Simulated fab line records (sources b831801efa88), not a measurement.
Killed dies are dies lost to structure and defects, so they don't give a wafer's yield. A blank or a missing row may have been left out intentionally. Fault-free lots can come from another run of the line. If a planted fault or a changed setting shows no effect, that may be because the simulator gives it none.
Which tool was responsible? :: flow gf180mcu :: at 1 step of a route of 602, 6 lots with 18 wafers sampled

## WHAT THE GAUGES SHOWED, per wafer
GF_STI_CD_MEAS_12: target cd 220 nm.
lot: L607
measured: day 2 17:12
on: cd sem-02
cd nm (nm): 220.4 220.1 220.7

lot: L609
measured: day 3 02:30
on: cd sem-02
cd nm (nm): 222.8 221.4 222.3

lot: L614
measured: day 4 04:23
on: cd sem-01
cd nm (nm): 220.1 219.9 220.6

lot: L620
measured: day 5 12:34
on: cd sem-01
cd nm (nm): 219.8 220.2 219.6

lot: L624
measured: day 6 09:27
on: cd sem-01
cd nm (nm): 219.8 221.5 220.7

lot: L626
measured: day 6 19:45
on: cd sem-02
cd nm (nm): 218.9 219.4 218.8

## WHAT TOOL EACH LOT RAN ON (gives the tool, then ch and the chambers of the sampled wafers, and finally the start)
There is no process step in the record ahead of these readings.

## THE ANSWER, worked out from the rows above alone
Rule: usual is defined by the lots themselves. The widest of any qualifying gaps counts: lots, ordered by their means at a reading, are off when they make up no more than a third of the lots, leave a main group of 4 or more, and stand apart from it by 3 or more times the standard deviation of that group's means. A main group is skipped when, at the precision printed for the reading in the tables above, its means are all equal. A lot without any number at a reading at which 4 lots or more have one is off too. Any other lot the step has rows for is counted as sound.
No lot is off on any of the readings shown, so nothing can be concluded from this.

## WHAT THE SIMULATOR HAD PUT IN
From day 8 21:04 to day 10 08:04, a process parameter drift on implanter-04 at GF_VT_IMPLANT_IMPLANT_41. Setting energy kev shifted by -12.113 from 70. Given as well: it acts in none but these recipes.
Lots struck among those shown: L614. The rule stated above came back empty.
